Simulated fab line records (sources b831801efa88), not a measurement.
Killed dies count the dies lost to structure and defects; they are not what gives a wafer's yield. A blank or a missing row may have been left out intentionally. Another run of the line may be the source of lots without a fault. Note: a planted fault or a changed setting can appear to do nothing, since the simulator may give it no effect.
Which tool did it? ; flow sky130 ; 13 lots, 39 wafers sampled, at 1 step of a route of 708

## WHAT THE GAUGES READ, wafer by wafer
SKY_METAL4_OVL_MEAS_14.
lot;measured;on;METAL4_OVL (nm)
L779;day 41 16:05;overlay-02;-4 9 -4
L780;day 41 23:53;overlay-02;-2 -4 2
L782;day 42 16:32;overlay-01;-10 -7 -8
L783;day 42 23:09;overlay-02;-2 4 0
L784;day 43 01:42;overlay-01;-9 3 1
L785;day 43 12:56;overlay-02;0 -2 -8
L787;day 44 00:49;overlay-01;-4 -7 3
L788;day 44 09:32;overlay-02;-1 -14 -10
L789;day 44 14:18;overlay-01;0 -11 -6
L790;day 45 00:44;overlay-01;4 4 0
L796;day 46 10:50;overlay-02;8 1 4
L797;day 46 15:20;overlay-02;5 2 -14
L802;day 47 15:57;overlay-01;0 -4 -5

## TOOL THAT RAN EACH LOT (tool first, then ch and the chambers of the sampled wafers, then the start)
Before these readings, the record contains no process step.

## WHAT THE TOOLS THEMSELVES READ (means of the sampled wafers that have a number; where no wafer has one, the mark that the record gives instead)
The record holds no such reading with a usual standard deviation.

## THE ANSWER, worked out from the rows above alone
Rule: usual is defined by the lots themselves. Put in order of their means at a reading, lots are off if they are a third of the lots or fewer, leave a main group of 4 or more, and stand apart from it by a gap of 3 or more times the standard deviation of the main group's means; of several such gaps the widest counts. Not used: any main group whose means are identical at the precision the tables above print for the reading. Also off: a lot with no number at a reading for which 4 or more lots have one. Any other lot the step has rows for is counted as sound. Order of review: gauges by route order, followed by the tools' own readings, for which a lot's mean as printed above is used. The first step at which some lot is off is used, and at that step the reading that is off furthest; a lot without a number counts as furthest.
Nothing can be told from this: no lot is off at any reading shown.

## WHAT THE SIMULATOR HAD INSERTED
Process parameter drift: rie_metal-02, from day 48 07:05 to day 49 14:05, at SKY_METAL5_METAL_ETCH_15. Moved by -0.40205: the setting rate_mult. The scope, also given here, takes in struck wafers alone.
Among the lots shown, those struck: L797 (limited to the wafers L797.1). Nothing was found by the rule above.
